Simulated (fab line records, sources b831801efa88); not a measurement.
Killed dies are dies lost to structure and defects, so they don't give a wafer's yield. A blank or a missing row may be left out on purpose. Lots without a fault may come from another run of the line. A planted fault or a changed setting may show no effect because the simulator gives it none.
fab line records | flow sky130
record lots=5 wafers=15 last_day=50
route steps=708 shown METAL3@563 VIA3@573 METAL4@598 CAP2M@603 PAD_OPEN@708
lots that met no fault: from a run of the same line without faults
start_h: hours from the record's first day to the start of the lot's first wafer shown | wait_h: hours since the lot's step before | " the same as in the row above | L1.1+2: a row that stands for several wafers | - no value, or no start given | * or withheld: withheld | < > ~ a bound
route shown NAME@n: a module of which the file shows steps, and the number in the route of the first | usual: mean/standard deviation of fault-free wafers | same: alike in all rows | chamber/n: place in a boat | sites: the reading at each site | _std_site: their standard deviation | _edge_site: outer sites' mean less inner sites' | radius_mm: how far each site lies from the wafer's centre | mask NAME#n: copy n | behind: the tool/chamber that last shaped the wafer | hold: why the lot was held/for how many hours/how that ended | device: the transistor (n, p or np) that didn't switch | end of line: the same wafers' tests at the end of the route | a step without rows: its recipe alone | killed: dies lost to structure and defects at the first sort, not the wafer's yield | map: a wafer's dies, x killed, . not, _ none there
set.NAME: the setting as run; set.NAME@STEP: as run at that earlier step | model.NAME: the simulator's own value behind a step, which no gauge read
lots at some steps of the route; a table a step, a row a wafer
services: from which hour (start_h, from the record's first day; less than 0 if before it) a tool's chamber was out of use, for how many hours, and why
## steps
# step SKY_METAL3_CD_MEAS_13
# recipe target_cd_nm=300
# usual cd_nm=299.7/1.3
# columns lot.wafer tool chamber start_h wait_h cd_nm
L683.1 cd_sem-01 - 916.49 - 301.9
L683.5 " - " " 299.6
L683.6 " - " " 299.8
L684.1 cd_sem-01 - 925.64 - 299.9
L684.4 " - " " 300.2
L684.6 " - " " 299.5
L690.2 cd_sem-02 - 972.16 - 299.0
L690.5 " - " " 300.3
L690.6 " - " " 300.6
L691.2 cd_sem-01 - 975.01 - 297.7
L691.5 " - " " 298.2
L691.6 " - " " 298.0
L703.1 cd_sem-02 - 1069.59 - 300.0
L703.5 " - " " 299.5
L703.6 " - " " 299.9
# step SKY_METAL3_OVL_MEAS_14
# usual METAL3_OVL=-6/5.1
# columns lot.wafer tool chamber start_h wait_h METAL3_OVL[nm]
L683.1 overlay-01 - 916.61 0.1 0
L683.5 " - " " -1
L683.6 " - " " -4
L684.1 overlay-02 - 925.76 0.1 -6
L684.4 " - " " -3
L684.6 " - " " -7
L690.2 overlay-01 - 972.26 0.1 0
L690.5 " - " " -1
L690.6 " - " " 1
L691.2 overlay-01 - 975.11 0.1 -7
L691.5 " - " " -11
L691.6 " - " " 0
L703.1 overlay-02 - 1069.71 0.1 -2
L703.5 " - " " -1
L703.6 " - " " -1
# step SKY_METAL3_DESCUM_15
# recipe chemistry=O2 source_power_w=150 bias_power_w=0 pressure_mtorr=10 temp_c=40 time_s=8
# usual drypump_motor_current_A=5.7/0.32 oes_product_au=1.001/0.0076
# columns lot.wafer tool chamber start_h wait_h drypump_motor_current_A oes_product_au rf_hours_counter_h
L683.1 rie_metal-02 0 916.64 0.0 6.0 1.012 8
L683.5 " 0 " " 5.9 1.007 -
L683.6 " 0 " " 6.0 1.008 -
L684.1 rie_metal-03 0 925.79 0.0 6.1 1.009 13
L684.4 " 0 " " 6.1 1.009 -
L684.6 " 0 " " 6.1 0.999 -
L690.2 rie_metal-04 1 972.29 0.0 5.2 0.998 17
L690.5 " 0 " " 6.0 1.002 -
L690.6 " 1 " " 5.2 0.984 -
L691.2 rie_metal-04 1 975.14 0.0 5.2 0.996 17
L691.5 " 0 " " 6.0 1.001 -
L691.6 " 1 " " 5.2 0.994 -
L703.1 rie_metal-04 1 1069.74 0.0 5.2 0.979 21
L703.5 " 1 " " 5.2 0.994 -
L703.6 " 0 " " 6.0 1.002 -
# step SKY_METAL3_ETCH_16
# recipe chemistry=N2/H2 target=BARC ion_energy_ev=200 bias_w=96.56 pressure_mtorr=30 n2_flow_sccm=100 h2_flow_sccm=200 icp_w=500 stop_on=SiO2 time_s=88.2 target_depth_a=600
# step SKY_METAL3_ETCH_17
# recipe target=SiO2 stop_on=TiN chemistry=C4F8/O2/Ar source_w=1500 bias_w=1200 pressure_mtorr=40 c4f8_flow_sccm=withheld O2_flow_sccm=6 Ar_flow_sccm=300 time_s=3.9 target_depth_a=150
# usual oes_product_au=0.754/0.0069
# columns lot.wafer tool chamber start_h wait_h oes_product_au rf_hours_counter_h
L683.1 rie_diel-04 3 916.90 0.2 0.755 19
L683.5 " 2 " " 0.757 -
L683.6 " 3 " " 0.757 -
L684.1 rie_diel-02 1 925.92 0.1 0.753 16
L684.4 " 3 " " 0.757 24
L684.6 " 2 " " 0.753 -
L690.2 rie_diel-03 2 972.42 0.1 0.745 8
L690.5 " 0 " " 0.754 -
L690.6 " 3 " " 0.754 -
L691.2 rie_diel-03 3 975.27 0.1 0.748 17
L691.5 " 3 " " 0.755 -
L691.6 " 0 " " 0.753 -
L703.1 rie_diel-03 3 1069.87 0.1 0.748 20
L703.5 " 3 " " 0.751 -
L703.6 " 2 " " 0.766 -
# step SKY_METAL3_METAL_ETCH_18
# recipe target_depth_a=8450 stop_on=SiO2 over_etch_frac=0.3 time_s=183.1 chemistry=Cl2/BCl3 resist_sidewall_deg=88 pressure_mtorr=10 icp_w=900 bias_w=48.5 Cl2_flow_sccm=60 bcl3_flow_sccm=30
# usual drypump_motor_current_A=5.7/0.32 oes_product_au=0.865/0.0055 throttle_valve_pct=22.265/0.0085
# columns lot.wafer tool chamber start_h wait_h drypump_motor_current_A oes_product_au rf_hours_counter_h throttle_valve_pct
L683.1 rie_metal-03 1 916.92 0.0 5.6 0.875 11 22.259
L683.5 " 1 " " 5.5 0.869 - 22.256
L683.6 " 0 " " 6.1 0.867 - 22.256
L684.1 rie_metal-02 0 925.94 0.0 5.9 0.870 8 22.257
L684.4 " 1 " " 5.4 0.862 - 22.255
L684.6 " 0 " " 5.9 0.861 - 22.269
L690.2 rie_metal-03 1 972.44 0.0 5.6 0.863 13 22.281
L690.5 " 1 " " 5.5 0.860 - 22.249
L690.6 " 0 " " 6.1 0.861 - 22.255
L691.2 rie_metal-03 1 975.29 0.0 5.6 0.860 14 22.271
L691.5 " 1 " " 5.6 0.865 - 22.272
L691.6 " 0 " " 6.1 0.867 - 22.275
L703.1 rie_metal-02 1 1069.89 0.0 5.4 0.865 9 22.266
L703.5 " 1 " " 5.4 0.870 - 22.273
L703.6 " 0 " " 6.0 0.858 - 22.281
# step SKY_METAL3_STRIP_19
# recipe chemistry=O2/N2 power_w=1400 pressure_mtorr=1500 platen_temp_c=withheld o2_flow_sccm=3000 n2_flow_sccm=300 overash_fraction=0.5
# step SKY_METAL3_STRIP_20
# recipe chemistry=post_etch_residue_remover time_s=1200 temp_c=72.5
# step SKY_METAL3_CLEAN_21
# recipe chemistry=IPA time_s=180 temp_c=25
# step SKY_METAL3_CLEAN_22
# recipe chemistry=O3/DIW dry=n2_spin
# step SKY_VIA3_HDPCVD_00
# recipe material=SiO2 target_thk_nm=1635 sigma_open_frac=0.3 time_s=272.5 temp_c=400 sih4_flow_sccm=60 pressure_mtorr=6
# step SKY_VIA3_THK_MEAS_01
# recipe reads=SiO2_of_VIA3_HDPCVD_00
# usual VIA3_HDPCVD_THK=1639/16
# columns lot.wafer tool chamber start_h wait_h VIA3_HDPCVD_THK[nm]
L683.1 film_metro-03 - 917.86 0.1 1660
L683.5 " - " " 1641
L683.6 " - " " 1658
L684.1 film_metro-03 - 927.02 0.2 1609
L684.4 " - " " 1625
L684.6 " - " " 1623
L690.2 film_metro-03 - 973.51 0.2 1651
L690.5 " - " " 1667
L690.6 " - " " 1637
L691.2 film_metro-03 - 976.24 0.1 1640
L691.5 " - " " 1653
L691.6 " - " " 1637
L703.1 film_metro-01 - 1070.83 0.1 1633
L703.5 " - " " 1638
L703.6 " - " " 1631
# step SKY_VIA3_CMP_02
# recipe material=SiO2 down_force_psi=4 platen_rpm=60 pad_velocity_m_s=0.94248
# usual motor_current_A=11.5/0.81 slurry_flow_ml_min=150.0/0.45
# columns lot.wafer tool chamber start_h wait_h motor_current_A slurry_flow_ml_min model.SiO2_of_VIA3_HDPCVD_00.thk_nm
L683.1 cmp-02 3 917.97 0.1 10.5 149.6 465.3
L683.6 " 2 " " 13.4 149.3 465.1
L683.5 " 3 " " 10.4 150.3 465.8
L684.1 cmp-01 2 927.08 0.1 11.1 149.5 466.1
L684.4 " 1 " " 12.6 150.2 464.4
L684.6 " 2 " " 11.4 149.5 465.4
L690.2 cmp-02 1 973.66 0.1 11.1 150.0 464.7
L690.5 " 3 " " 10.9 150.2 464.9
L690.6 " 0 " " 11.0 150.6 466.5
L691.2 cmp-01 2 976.44 0.2 11.7 149.0 430.7
L691.6 " 3 " " 11.4 149.8 464.6
L691.5 " 0 " " 11.6 149.0 464.9
L703.1 cmp-02 2 1071.04 0.2 13.4 150.6 465.6
L703.6 " 3 " " 10.3 149.4 465.7
L703.5 " 0 " " 10.7 150.4 466
# step SKY_VIA3_BOW_MEAS_03
# recipe mode=bow
# usual VIA3_BOW=78/7.5
# columns lot.wafer tool chamber start_h wait_h hold VIA3_BOW[um]
L683.1 film_metro-01 - 918.22 0.2 - 77
L683.5 " - " " - 80
L683.6 " - " " - 87
L684.1 film_metro-03 - 927.38 0.2 - 73
L684.4 " - " " - 78
L684.6 " - " " - 71
L690.2 film_metro-02 - 973.88 0.2 - 75
L690.5 " - " " - 88
L690.6 " - " " - 74
L691.2 film_metro-02 - 976.61 0.1 await_dispo/0.2h/release 76
L691.5 " - " " await_dispo/0.2h/release 83
L691.6 " - " " await_dispo/0.2h/release 85
L691.2 film_metro-02 - 976.89 0.3 - -
L691.5 " - " " - -
L691.6 " - " " - -
L703.1 film_metro-03 - 1071.19 0.1 - 76
L703.5 " - " " - 80
L703.6 " - " " - 80
# step SKY_VIA3_HMDS_05
# recipe prime_time_s=60 prime_temp_c=120
# step SKY_VIA3_COAT_06
# recipe resist=BARC temp_c=withheld time_s=withheld spin_rpm=3070 resist_thk_nm=60
# step SKY_VIA3_COAT_07
# recipe resist=KrF-thick spin_rpm=3000 resist_thk_nm=450
# step SKY_VIA3_SOFTBAKE_08
# recipe temp_c=100 time_s=90 resist=KrF-thick
# step SKY_VIA3_EXPOSE_09
# recipe mask_id=VIM3 na=0.8 source_shape=annular sigma_inner=0.55 sigma_outer=0.85 target_cd_nm=200 dose_mj=38
# step SKY_VIA3_PEB_10
# recipe peb_temp_c=withheld peb_time_s=withheld resist=KrF-thick
# step SKY_VIA3_DEVELOP_11
# recipe develop_time_s=60 resist=KrF-thick dev_temp_c=21
# step SKY_VIA3_CD_MEAS_12
# recipe target_cd_nm=200
# usual cd_nm=200.3/1.2
# columns lot.wafer tool chamber start_h wait_h cd_nm
L683.1 cd_sem-02 - 943.27 - 200.1
L683.5 " - " " 198.5
L683.6 " - " " 198.5
L684.1 cd_sem-02 - 952.02 - 200.8
L684.4 " - " " 199.5
L684.6 " - " " 199.3
L690.2 cd_sem-01 - 997.66 - 199.7
L690.5 " - " " 200.0
L690.6 " - " " 200.1
L691.2 cd_sem-01 - 1000.24 - 200.1
L691.5 " - " " 200.2
L691.6 " - " " 200.7
L703.1 cd_sem-02 - 1092.27 - 200.5
L703.5 " - " " 200.7
L703.6 " - " " 200.2
# step SKY_VIA3_OVL_MEAS_13
# usual VIA3_OVL=1/5
# columns lot.wafer tool chamber start_h wait_h VIA3_OVL[nm]
L683.1 overlay-01 - 943.39 0.1 5
L683.5 " - " " 5
L683.6 " - " " 2
L684.1 overlay-02 - 952.14 0.1 8
L684.4 " - " " 15
L684.6 " - " " 7
L690.2 overlay-02 - 997.77 0.1 0
L690.5 " - " " 4
L690.6 " - " " 3
L691.2 overlay-01 - 1000.34 0.1 14
L691.5 " - " " 17
L691.6 " - " " 7
L703.1 overlay-02 - 1092.39 0.1 4
L703.5 " - " " 3
L703.6 " - " " 3
# step SKY_VIA3_ETCH_14
# recipe chemistry=N2/H2 target=BARC ion_energy_ev=200 source_w=500 bias_w=100 pressure_mtorr=30 n2_flow_sccm=100 h2_flow_sccm=200 stop_on=SiO2 time_s=45.9 target_depth_a=600
# step SKY_VIA3_ETCH_15
# recipe target=SiO2 chemistry=C4F8/O2/Ar target_depth_nm=507 stop_on=TiN mask_material=KrF-thick source_w=1500 bias_w=1200 pressure_mtorr=40 c4f8_flow_sccm=withheld O2_flow_sccm=6 Ar_flow_sccm=300 time_s=78
# usual oes_product_au=0.946/0.0048
# columns lot.wafer tool chamber start_h wait_h oes_product_au rf_hours_counter_h model.VIA3.feature_depth_nm model.etch.depth_nm
L683.1 rie_diel-03 0 943.47 0.0 0.946 13 465.3 465.3
L683.5 " 2 " " 0.950 - 465.8 465.8
L683.6 " 3 " " 0.944 - 465.1 465.1
L684.1 rie_diel-02 2 952.22 0.0 0.949 27 466.1 466.1
L684.4 " 3 " " 0.949 25 464.4 464.4
L684.6 " 1 " " 0.951 - 465.4 465.4
L690.2 rie_diel-01 1 997.84 0.0 0.945 3 464.7 464.7
L690.5 " 2 " " 0.951 - 464.9 464.9
L690.6 " 3 " " 0.943 - 466.5 466.5
L691.2 rie_diel-03 0 1000.42 0.0 0.897 15 430.7 430.7
L691.5 " 1 " " 0.939 - 464.9 464.9
L691.6 " 2 " " 0.942 - 464.6 464.6
L703.1 rie_diel-03 2 1092.47 0.0 0.950 12 465.6 465.6
L703.5 " 1 " " 0.944 - 466 466
L703.6 " 2 " " 0.948 - 465.7 465.7
# step SKY_VIA3_STRIP_16
# recipe chemistry=O2/N2 power_w=1400 pressure_mtorr=1500 platen_temp_c=withheld o2_flow_sccm=3000 n2_flow_sccm=300 overash_fraction=0.5
# step SKY_VIA3_STRIP_17
# recipe chemistry=post_etch_residue_remover time_s=1200 temp_c=72.5
# step SKY_VIA3_CLEAN_18
# recipe chemistry=IPA time_s=180 temp_c=25
# step SKY_VIA3_CLEAN_19
# recipe chemistry=O3/DIW dry=n2_spin
# step SKY_VIA3_SPUTTER_20
# recipe material=TiN target_thk_nm=20 chamber_pressure_pa=5 power_w=4000 time_s=80
# step SKY_VIA3_CVD_21
# recipe material=W target_thk_nm=390 time_s=117.31 temp_c=400 pressure_torr=40
# step SKY_VIA3_RS_MEAS_22
# recipe thk_meas_gauge=four-point-probe reads=W_of_VIA3_CVD_21+TiN_of_VIA3_SPUTTER_20
# usual VIA3_W_RS=0.2962/0.0027
# columns lot.wafer tool chamber start_h wait_h VIA3_W_RS[ohm/sq]
L683.1 film_metro-03 - 944.35 0.1 0.2940
L683.5 " - " " 0.2951
L683.6 " - " " 0.2914
L684.1 film_metro-02 - 953.35 0.1 0.2940
L684.4 " - " " 0.2935
L684.6 " - " " 0.2946
L690.2 film_metro-01 - 998.69 0.1 0.2961
L690.5 " - " " 0.2970
L690.6 " - " " 0.2972
L691.2 film_metro-01 - 1001.27 0.1 0.2985
L691.5 " - " " 0.2977
L691.6 " - " " 0.2927
L703.1 film_metro-03 - 1093.30 0.1 0.3011
L703.5 " - " " 0.3001
L703.6 " - " " 0.3044
# step SKY_VIA3_THK_MEAS_23
# recipe thk_meas_gauge=xrf reads=W_of_VIA3_CVD_21
# usual VIA3_W_THK=381/5.4
# columns lot.wafer tool chamber start_h wait_h VIA3_W_THK[nm]
L683.1 film_metro-03 - 944.47 0.1 387
L683.5 " - " " 387
L683.6 " - " " 393
L684.1 film_metro-02 - 953.47 0.1 380
L684.4 " - " " 384
L684.6 " - " " 381
L690.2 film_metro-01 - 998.80 0.1 389
L690.5 " - " " 386
L690.6 " - " " 387
L691.2 film_metro-01 - 1001.38 0.1 387
L691.5 " - " " 386
L691.6 " - " " 391
L703.1 film_metro-03 - 1093.42 0.1 366
L703.5 " - " " 367
L703.6 " - " " 364
# step SKY_VIA3_CMP_24
# recipe stop_on=SiO2 t_overpolish_s=20 down_force_psi=3.5 platen_rpm=60 target_thk_nm=0 pad_velocity_m_s=0.94248
# step SKY_METAL4_SPUTTER_00
# recipe material=Ti target_thk_nm=15 power_w=3000 time_s=10 chamber_pressure_pa=0.4
# usual throttle_valve_pct=29.6/1.1
# columns lot.wafer tool chamber start_h wait_h throttle_valve_pct
L683.1 pvd_sputter-04 - 944.83 0.2 30.8
L683.5 " - " " 29.9
L683.6 " - " " 31.0
L684.1 pvd_sputter-02 - 953.83 0.1 28.4
L684.4 " - " " 28.2
L684.6 " - " " 28.2
L690.2 pvd_sputter-02 - 999.15 0.1 30.5
L690.5 " - " " 30.2
L690.6 " - " " 28.3
L691.2 pvd_sputter-02 - 1001.73 0.2 30.0
L691.5 " - " " 30.8
L691.6 " - " " 28.4
L703.1 pvd_sputter-02 - 1093.78 0.2 30.5
L703.5 " - " " 28.0
L703.6 " - " " 30.2
# step SKY_METAL4_SPUTTER_01
# recipe material=TiN target_thk_nm=20 power_w=6500 time_s=16.7 chamber_pressure_pa=0.4
# step SKY_METAL4_SPUTTER_02
# recipe material=AlCu target_thk_nm=735 power_w=10600 time_s=39.1 chamber_pressure_pa=0.4098
# step SKY_METAL4_SPUTTER_03
# recipe material=Ti target_thk_nm=5 power_w=3000 time_s=3.3 chamber_pressure_pa=0.4
# step SKY_METAL4_SPUTTER_04
# recipe material=TiN target_thk_nm=70 power_w=6500 time_s=58.3 chamber_pressure_pa=0.4
# usual throttle_valve_pct=29.6/1.1
# columns lot.wafer tool chamber start_h wait_h throttle_valve_pct
L683.1 pvd_sputter-04 - 944.93 0.0 30.9
L683.5 " - " " 30.1
L683.6 " - " " 31.3
L684.1 pvd_sputter-02 - 953.94 0.0 28.2
L684.4 " - " " 28.2
L684.6 " - " " 28.0
L690.2 pvd_sputter-02 - 999.26 0.0 30.8
L690.5 " - " " 30.3
L690.6 " - " " 28.0
L691.2 pvd_sputter-02 - 1001.84 0.0 30.3
L691.5 " - " " 30.6
L691.6 " - " " 28.3
L703.1 pvd_sputter-02 - 1093.90 0.0 30.7
L703.5 " - " " 28.3
L703.6 " - " " 30.5
# step SKY_CAP2M_CVD_00
# recipe material=SiO2 target_thk_nm=15.5 temp_c=400 time_s=withheld rf_w=450
# step SKY_CAP2M_THK_MEAS_01
# recipe reads=SiO2_of_CAP2M_CVD_00
# usual CAP2M_CVD_00_THK=15.52/0.22
# columns lot.wafer tool chamber start_h wait_h CAP2M_CVD_00_THK[nm]
L683.1 film_metro-02 - 945.00 - 15.02
L683.5 " - " " 15.27
L683.6 " - " " 15.41
L684.1 film_metro-03 - 954.01 - 15.31
L684.4 " - " " 15.51
L684.6 " - " " 15.57
L690.2 film_metro-02 - 999.34 - 15.59
L690.5 " - " " 15.53
L690.6 " - " " 15.66
L691.2 film_metro-03 - 1001.92 - 15.26
L691.5 " - " " 15.61
L691.6 " - " " 15.53
L703.1 film_metro-04 - 1093.98 - 15.52
L703.5 " - " " 15.60
L703.6 " - " " 15.48
# step SKY_METAL4_METAL_ETCH_18
# recipe target_depth_a=8450 stop_on=SiO2 over_etch_frac=0.3 time_s=183.1 chemistry=Cl2/BCl3 resist_sidewall_deg=88 pressure_mtorr=10 icp_w=900 bias_w=48.5 Cl2_flow_sccm=60 bcl3_flow_sccm=30
# usual drypump_motor_current_A=5.8/0.55 oes_product_au=0.863/0.0049 throttle_valve_pct=22.265/0.0099
# columns lot.wafer tool chamber start_h wait_h drypump_motor_current_A oes_product_au rf_hours_counter_h throttle_valve_pct model.SiO2_of_VIA3_HDPCVD_00.thk_nm
L683.1 rie_metal-01 0 992.69 0.0 5.3 0.863 15 22.260 435.4
L683.5 " 1 " " 6.8 0.865 - 22.268 436.1
L683.6 " 0 " " 5.4 0.867 - 22.279 435.3
L684.1 rie_metal-03 0 1001.74 0.0 6.1 0.860 17 22.286 436.1
L684.4 " 1 " " 5.6 0.856 - 22.272 434.6
L684.6 " 1 " " 5.6 0.861 - 22.254 435.4
L690.2 rie_metal-03 1 1045.89 0.0 5.6 0.864 18 22.276 434.8
L690.5 " 1 " " 5.6 0.862 - 22.267 434.8
L690.6 " 0 " " 6.1 0.858 - 22.271 436.1
L691.2 rie_metal-01 0 1048.16 0.0 5.3 0.864 18 22.264 400.6
L691.5 " 1 " " 6.7 0.864 - 22.253 435.3
L691.6 " 0 " " 5.3 0.859 - 22.248 434.9
L703.1 rie_metal-01 1 1132.44 0.0 6.7 0.857 24 22.242 435.6
L703.5 " 0 " " 5.3 0.857 - 22.248 435.8
L703.6 " 1 " " 6.8 0.866 - 22.265 435.7
# step SKY_PAD_OPEN_PROBE_99
# usual defect_limited_yield=83.0/1.9 killed_at_M0_to_M3=43/6.9 killed_at_M4_up=3.1/1.9 killed_at_contacts=24/5.4 killed_at_front_end=14/4.3 killed_at_other=0.3/0.53 killed_dies=84/9.5 killed_open=46/6.8 killed_short=38/6 sort_bin_3_pad_short=0.9/0.46 sort_bin_5_function=10.0/1.4 sort_bin_6_memory=6.1/1.1 sort_n_pass=408/9.5 sort_yield_pct=83.0/1.9
# same gross_dies=492 killed_at_back_side=0 sort_bin_4_leakage[%]=0 sort_bin_8_speed[%]=0
# columns lot.wafer tool chamber start_h wait_h defect_limited_yield[%] killed_at_M0_to_M3 killed_at_M4_up killed_at_contacts killed_at_front_end killed_at_other killed_dies killed_open killed_short sort_bin_3_pad_short[%] sort_bin_5_function[%] sort_bin_6_memory[%] sort_n_pass sort_yield_pct[%]
L683.1 prober-02 - 1086.17 0.1 82.3 39 5 28 15 0 87 49 38 0.2 11.0 6.5 405 82.3
L683.5 prober-02 - 1086.37 0.2 84.8 41 4 18 11 1 75 44 31 1.2 7.9 6.1 417 84.8
L683.6 prober-02 - 1086.42 0.2 82.5 55 4 16 11 0 86 47 38 0.6 8.7 8.1 406 82.5
L684.1 prober-01 - 1096.40 0.1 83.9 41 2 15 21 0 79 39 40 0.4 10.8 4.9 413 83.9
L684.4 prober-01 - 1096.55 0.2 81.5 50 1 29 10 1 91 49 42 0.6 12.4 5.5 401 81.5
L684.6 prober-01 - 1096.65 0.2 85.0 38 5 14 17 0 74 38 36 0.6 8.3 6.1 418 85.0
L690.2 prober-01 - 1132.06 0.1 82.3 40 4 23 19 1 87 49 37 0.8 10.6 6.3 405 82.3
L690.5 prober-01 - 1132.21 0.2 84.1 40 4 20 14 0 78 38 39 1.4 9.3 5.1 414 84.1
L690.6 prober-01 - 1132.26 0.2 83.5 39 3 26 13 0 81 45 36 0.6 9.1 6.7 411 83.5
L691.2 prober-02 - 1133.95 0.1 84.3 31 2 30 14 0 77 41 36 1.4 8.1 6.1 415 84.3
L691.5 prober-02 - 1134.10 0.2 82.5 39 5 28 13 1 86 48 38 0.6 12.6 4.3 406 82.5
L691.6 prober-02 - 1134.15 0.2 81.7 40 3 31 16 0 90 51 39 0.8 10.4 7.1 402 81.7
L703.1 prober-02 - 1206.65 0.1 80.9 45 4 23 21 1 94 49 45 1.2 11.8 6.1 398 80.9
L703.5 prober-02 - 1206.85 0.2 83.5 35 1 25 19 1 81 40 41 1.0 8.9 6.5 411 83.5
L703.6 prober-02 - 1206.90 0.2 82.5 45 0 24 17 0 86 52 34 0.8 10.2 6.5 406 82.5
# killed by level:class
L683.1 VIA1:geometric_particle:open=12 LI_CONTACT:geometric_particle:open=9 CONTACT:geometric_particle:open=6 VIA3:geometric_particle:open=6 FIELD_ISO:geometric_particle:open=5 LOCAL_INTERCONNECT:geometric_particle:short=5 CONTACT:geometric_particle:short=5 METAL1:geometric_particle:short=5
L683.5 VIA1:geometric_particle:open=9 VIA2:geometric_particle:open=8 VIA3:geometric_particle:open=8 LI_CONTACT:geometric_particle:open=6 CONTACT:geometric_particle:open=5 FIELD_ISO:geometric_particle:short=3 FIELD_ISO:geometric_particle:open=3 POLY_GATE:geometric_particle:short=3
L683.6 VIA1:geometric_particle:open=9 VIA2:geometric_particle:open=9 VIA3:geometric_particle:open=8 VIA3:geometric_particle:short=8 LI_CONTACT:geometric_particle:open=6 METAL1:geometric_particle:short=5 METAL2:geometric_particle:short=5 CONTACT:geometric_particle:open=4
L684.1 FIELD_ISO:geometric_particle:short=7 LI_CONTACT:geometric_particle:open=7 VIA2:geometric_particle:open=7 FIELD_ISO:geometric_particle:open=6 VIA1:geometric_particle:open=5 METAL2:geometric_particle:short=5 VIA2:geometric_particle:short=5 VIA3:geometric_particle:open=5
L684.4 CONTACT:geometric_particle:open=10 VIA2:geometric_particle:open=8 LOCAL_INTERCONNECT:geometric_particle:short=8 METAL2:geometric_particle:short=8 VIA3:geometric_particle:open=8 LI_CONTACT:geometric_particle:open=7 METAL1:geometric_particle:short=5 VIA1:geometric_particle:open=5
L684.6 VIA1:geometric_particle:open=9 VIA2:geometric_particle:open=6 FIELD_ISO:geometric_particle:open=4 METAL4:geometric_particle:short=4 POLY_GATE:geometric_particle:short=4 METAL1:geometric_particle:short=4 VIA3:geometric_particle:short=4 VIA3:geometric_particle:open=4
L690.2 VIA1:geometric_particle:open=12 LI_CONTACT:geometric_particle:open=9 POLY_GATE:geometric_particle:short=7 VIA1:geometric_particle:short=7 VIA3:geometric_particle:open=6 CONTACT:geometric_particle:open=5 VIA2:geometric_particle:open=5 FIELD_ISO:geometric_particle:open=4
L690.5 VIA3:geometric_particle:open=10 CONTACT:geometric_particle:short=7 VIA1:geometric_particle:open=7 METAL2:geometric_particle:short=5 LI_CONTACT:geometric_particle:open=5 METAL1:geometric_particle:short=5 VIA2:geometric_particle:open=5 FIELD_ISO:geometric_particle:short=4
L690.6 VIA1:geometric_particle:open=11 LI_CONTACT:geometric_particle:open=9 CONTACT:geometric_particle:open=7 VIA3:geometric_particle:open=6 LOCAL_INTERCONNECT:geometric_particle:short=5 METAL1:geometric_particle:short=5 FIELD_ISO:geometric_particle:short=4 POLY_GATE:geometric_particle:open=4
L691.2 VIA1:geometric_particle:open=9 CONTACT:geometric_particle:open=8 METAL2:geometric_particle:short=7 LI_CONTACT:geometric_particle:open=7 LOCAL_INTERCONNECT:geometric_particle:short=5 VIA3:geometric_particle:open=5 POLY_GATE:geometric_particle:short=4 LI_CONTACT:geometric_particle:short=4
L691.5 LI_CONTACT:geometric_particle:open=11 VIA1:geometric_particle:open=11 CONTACT:geometric_particle:open=7 POLY_GATE:geometric_particle:open=6 LI_CONTACT:geometric_particle:short=6 METAL2:geometric_particle:short=6 VIA2:geometric_particle:short=4 VIA1:geometric_particle:short=4
L691.6 LI_CONTACT:geometric_particle:open=12 VIA1:geometric_particle:open=10 CONTACT:geometric_particle:open=9 LOCAL_INTERCONNECT:geometric_particle:short=6 VIA1:geometric_particle:short=6 VIA2:geometric_particle:open=6 METAL2:geometric_particle:short=5 FIELD_ISO:geometric_particle:open=4
L703.1 VIA1:geometric_particle:open=12 VIA3:geometric_particle:open=8 CONTACT:geometric_particle:open=7 FIELD_ISO:geometric_particle:short=6 POLY_GATE:geometric_particle:short=6 LI_CONTACT:geometric_particle:open=6 METAL2:geometric_particle:short=6 VIA1:geometric_particle:short=5
L703.5 CONTACT:geometric_particle:open=8 VIA1:geometric_particle:short=7 FIELD_ISO:geometric_particle:open=6 LOCAL_INTERCONNECT:geometric_particle:short=5 VIA2:geometric_particle:open=5 FIELD_ISO:geometric_particle:short=4 POLY_GATE:geometric_particle:open=4 LI_CONTACT:geometric_particle:open=4
L703.6 LOCAL_INTERCONNECT:geometric_particle:short=9 VIA3:geometric_particle:open=8 POLY_GATE:geometric_particle:open=7 CONTACT:geometric_particle:open=7 VIA1:geometric_particle:open=7 VIA3:geometric_particle:short=7 FIELD_ISO:geometric_particle:open=5 LI_CONTACT:geometric_particle:open=5
## services
# columns tool chamber start_h hours kind
cmp-02 - 893.31 0.8 repair
cmp-02 - 911.78 5.5 pm
cmp-01 - 912.00 4.0 pm
pvd_sputter-04 - 930.40 5.9 repair
cmp-02 - 931.39 0.3 repair
cmp-01 - 983.23 4.0 repair
rie_diel-03 - 984.52 0.3 repair
pvd_sputter-02 - 986.64 3.1 repair
rie_diel-03 3 1010.25 7.2 repair
rie_diel-02 2 1013.35 41.0 repair
rie_diel-03 0 1019.57 14.4 repair
rie_diel-03 2 1019.70 23.2 repair
rie_diel-02 1 1021.42 100.9 repair
rie_metal-04 - 1028.83 28.1 pm
rie_metal-03 - 1046.07 28.1 pm
pvd_sputter-04 - 1078.37 1.7 repair
cmp-02 - 1084.00 4.0 pm
rie_diel-03 3 1088.61 8.7 repair
rie_diel-02 - 1093.14 3.0 repair
cmp-01 - 1093.78 5.8 pm
pvd_sputter-04 - 1093.93 3.8 repair
cmp-02 - 1108.79 2.4 repair
rie_diel-03 3 1117.47 5.6 repair
cmp-02 - 1120.82 5.1 pm
## key
first_sign step=SKY_VIA3_BOW_MEAS_03 reading=visit direction=added
effect step=SKY_VIA3_ETCH_15 reading=oes_product_au direction=down sigmas=10 usual=0.946 struck=0.897
model_effect step=SKY_VIA3_CMP_02 value=SiO2_of_VIA3_HDPCVD_00.thk_nm without=465.6 struck=430.7
model_effect step=SKY_VIA3_ETCH_15 value=VIA3.feature_depth_nm without=465.6 struck=430.7
model_effect step=SKY_METAL4_METAL_ETCH_18 value=SiO2_of_VIA3_HDPCVD_00.thk_nm without=435.4 struck=400.6
met_at SKY_VIA3_CMP_02
struck_wafers L691.2
onset_between 927.08 976.44
fault kind=process_parameter_drift tool=cmp-01 chamber=2 onset_h=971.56 steps=SKY_VIA3_CMP_02 channel=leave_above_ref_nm offset=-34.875 shape=step end_h=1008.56 acts_in=these_recipes_only stated=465
